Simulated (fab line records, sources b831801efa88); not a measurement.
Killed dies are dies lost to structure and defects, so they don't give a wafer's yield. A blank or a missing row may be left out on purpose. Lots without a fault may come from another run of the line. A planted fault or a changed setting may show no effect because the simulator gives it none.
Which tool did it? | flow gf180mcu | 14 lots, 42 wafers sampled, at 5 steps of a route of 602

WHAT THE GAUGES READ, wafer by wafer
GF_HV_LDD_TW_MEAS_38.
lot  | measured     | on            | HV_LDD_3_TW
L718 | day 12 10:38 | film_metro-01 | 1433 1427 1424
L719 | day 12 16:46 | film_metro-04 | 1463 1481 1471
L720 | day 13 02:13 | film_metro-04 | 1453 1461 1453
L722 | day 13 19:22 | film_metro-01 | 1429 1427 1429
L723 | day 14 03:46 | film_metro-01 | 1308 1302 1305
L724 | day 14 11:34 | film_metro-02 | 1291 1300 1300
L725 | day 14 21:22 | film_metro-01 | 1425 1426 1432
L727 | day 15 13:13 | film_metro-01 | 1424 1425 1431
L731 | day 17 02:28 | film_metro-04 | 1456 1441 1446
L732 | day 17 04:46 | film_metro-04 | 1453 1451 1454
L733 | day 17 09:10 | film_metro-04 | 1463 1459 1456
L736 | day 18 16:42 | film_metro-04 | 1443 1457 1445
L737 | day 19 05:31 | film_metro-01 | 1444 1445 1431
L738 | day 19 15:12 | film_metro-01 | 1441 1431 1431

GF_HV_LDD_RS_MEAS_53: measures by four-point-probe.
lot  | measured     | on            | HV_LDD_RS (ohm/sq)
L718 | day 13 07:12 | film_metro-04 | 417.4 418.8 418.3
L719 | day 13 13:20 | film_metro-01 | 421.1 419.8 419.5
L720 | day 13 23:13 | film_metro-04 | 420.6 420.2 419.2
L722 | day 14 16:35 | film_metro-04 | 419.9 417.6 418.7
L723 | day 15 01:08 | film_metro-02 | 441.7 440.1 441.1
L724 | day 15 09:47 | film_metro-02 | 438.9 438.8 439.5
L725 | day 15 20:05 | film_metro-02 | 419.5 418.4 419.1
L727 | day 16 11:32 | film_metro-01 | 417.6 417.3 416.5
L731 | day 18 02:35 | film_metro-04 | 419.4 418.7 419.0
L732 | day 18 04:33 | film_metro-04 | 420.0 418.3 418.8
L733 | day 18 09:19 | film_metro-04 | 418.3 419.0 419.0
L736 | day 19 17:38 | film_metro-02 | 417.6 419.4 418.0
L737 | day 20 06:21 | film_metro-02 | 418.6 418.1 418.3
L738 | day 20 16:20 | film_metro-01 | 419.0 419.5 419.5

GF_V1_THK_MEAS_03.
lot  | measured     | on            | V1_CVD_02_THK (nm)
L718 | day 18 04:49 | film_metro-01 | 846 835 851
L719 | day 18 12:31 | film_metro-03 | 845 866 851
L720 | day 18 22:32 | film_metro-02 | 833 821 838
L722 | day 19 21:23 | film_metro-03 | 829 836 840
L725 | day 21 01:38 | film_metro-01 | 838 844 851
L727 | day 21 19:07 | film_metro-02 | 844 852 854
L731 | day 23 11:16 | film_metro-03 | 848 858 848
L732 | day 23 14:23 | film_metro-03 | 844 857 861
L733 | day 23 16:49 | film_metro-02 | 857 862 880
L736 | day 24 22:54 | film_metro-03 | 840 833 851
L737 | day 25 09:17 | film_metro-02 | 847 844 854
L738 | day 25 18:04 | film_metro-01 | 838 855 855

WHICH TOOL RAN EACH LOT (tool, then ch and the chambers of the sampled wafers, then the start)
lot  | GF_HV_LDD_IMPLANT_35            | GF_CONTACT_CVD_24
L718 | implanter-01 ch 0, day 12 10:14 | cvd_w-01 ch 0,1, day 17 03:43
L719 | implanter-01 ch 0, day 12 16:22 | cvd_w-02 ch 0,1, day 17 10:34
L720 | implanter-01 ch 0, day 13 01:50 | cvd_w-02 ch 1, day 17 20:52
L722 | implanter-02 ch 0, day 13 18:58 | cvd_w-02 ch 0,1, day 18 18:56
L723 | implanter-02, day 14 03:22      | -
L724 | implanter-01, day 14 11:10      | -
L725 | implanter-01 ch 0, day 14 20:58 | cvd_w-01 ch 0,1, day 19 23:41
L727 | implanter-03 ch 0, day 15 12:49 | cvd_w-02 ch 0,1, day 20 17:34
L731 | implanter-03 ch 0, day 17 02:04 | cvd_w-02 ch 0,1, day 22 10:53
L732 | implanter-02 ch 0, day 17 04:23 | cvd_w-02 ch 0,1, day 22 13:08
L733 | implanter-02 ch 0, day 17 08:47 | cvd_w-01 ch 0,1, day 22 15:53
L736 | implanter-02 ch 0, day 18 16:18 | cvd_w-02 ch 0,1, day 23 22:43
L737 | implanter-02 ch 0, day 19 05:08 | cvd_w-02 ch 0, day 24 11:01
L738 | implanter-01 ch 0, day 19 14:48 | cvd_w-02 ch 0,1, day 24 19:04
- GF_HV_LDD_IMPLANT_35
- GF_CONTACT_CVD_24: deposits W, target thk 300 nm, time 90.339 s.

WHAT THE TOOLS THEMSELVES READ (means of the sampled wafers that have a number; where no wafer has one, the mark that the record gives instead)
GF_HV_LDD_IMPLANT_35.
lot  | tool         | beam_energy_keV | beam_on_s (s) | tilt_deg (degrees)
L718 | implanter-01 | 59.979          | 9.93          | 29.993
L719 | implanter-01 | 59.972          | 9.93          | 30.007
L720 | implanter-01 | 60.002          | 10.02         | 29.991
L722 | implanter-02 | 59.999          | 10.10         | 29.994
L723 | implanter-02 | -               | -             | -
L724 | implanter-01 | -               | -             | -
L725 | implanter-01 | 60.002          | 9.91          | 30.008
L727 | implanter-03 | 60.025          | 10.15         | 29.984
L731 | implanter-03 | 60.025          | 9.96          | 30.005
L732 | implanter-02 | 59.969          | 10.01         | 30.005
L733 | implanter-02 | 60.008          | 9.73          | 29.979
L736 | implanter-02 | 59.993          | 10.06         | 30.016
L737 | implanter-02 | 60.007          | 10.08         | 29.999
L738 | implanter-01 | 59.993          | 10.13         | 29.976

GF_CONTACT_CVD_24.
lot  | tool     | heater_power_outer_w (W) | heater_power_w (W)
L718 | cvd_w-01 | 561                      | 893
L719 | cvd_w-02 | 527                      | 908
L720 | cvd_w-02 | 539                      | 928
L722 | cvd_w-02 | 501                      | 896
L725 | cvd_w-01 | 581                      | 890
L727 | cvd_w-02 | 530                      | 918
L731 | cvd_w-02 | 527                      | 916
L732 | cvd_w-02 | 511                      | 872
L733 | cvd_w-01 | 549                      | 855
L736 | cvd_w-02 | 529                      | 900
L737 | cvd_w-02 | 490                      | 871
L738 | cvd_w-02 | 511                      | 886

THE ANSWER, worked out from the rows above alone
Rule: what is usual is taken from the lots themselves. Put in order of their means at a reading, lots are off if they are a third of the lots or fewer, leave a main group of 4 or more, and stand apart from it by a gap of 3 or more times the standard deviation of the main group's means; of several such gaps the widest counts. A main group whose means are all the same, to the digits that the tables above print for the reading, isn't used. A lot without any number at a reading at which 4 lots or more have one is off too. The other lots that the step has rows for count as sound. The gauges are gone through in route order, then the tools' own readings, and for those a lot's mean is taken as printed above. The first step at which some lot is off is used, and at that step the reading that is off furthest; a lot without a number counts as furthest.
Off: L723, L724, at GF_HV_LDD_TW_MEAS_38 (HV_LDD_3_TW). The main group: mean 1443, standard deviation 14.
A tool fits if, at a process step before that reading, it ran every lot that is off, and no sound lot after the first of them. The gauges at GF_HV_LDD_TW_MEAS_38 aren't tried: what is off there is off at GF_HV_LDD_IMPLANT_35 too, on other tools, and a gauge's error can't cause that. None of those tried fits.

WHAT THE SIMULATOR HAD PUT IN
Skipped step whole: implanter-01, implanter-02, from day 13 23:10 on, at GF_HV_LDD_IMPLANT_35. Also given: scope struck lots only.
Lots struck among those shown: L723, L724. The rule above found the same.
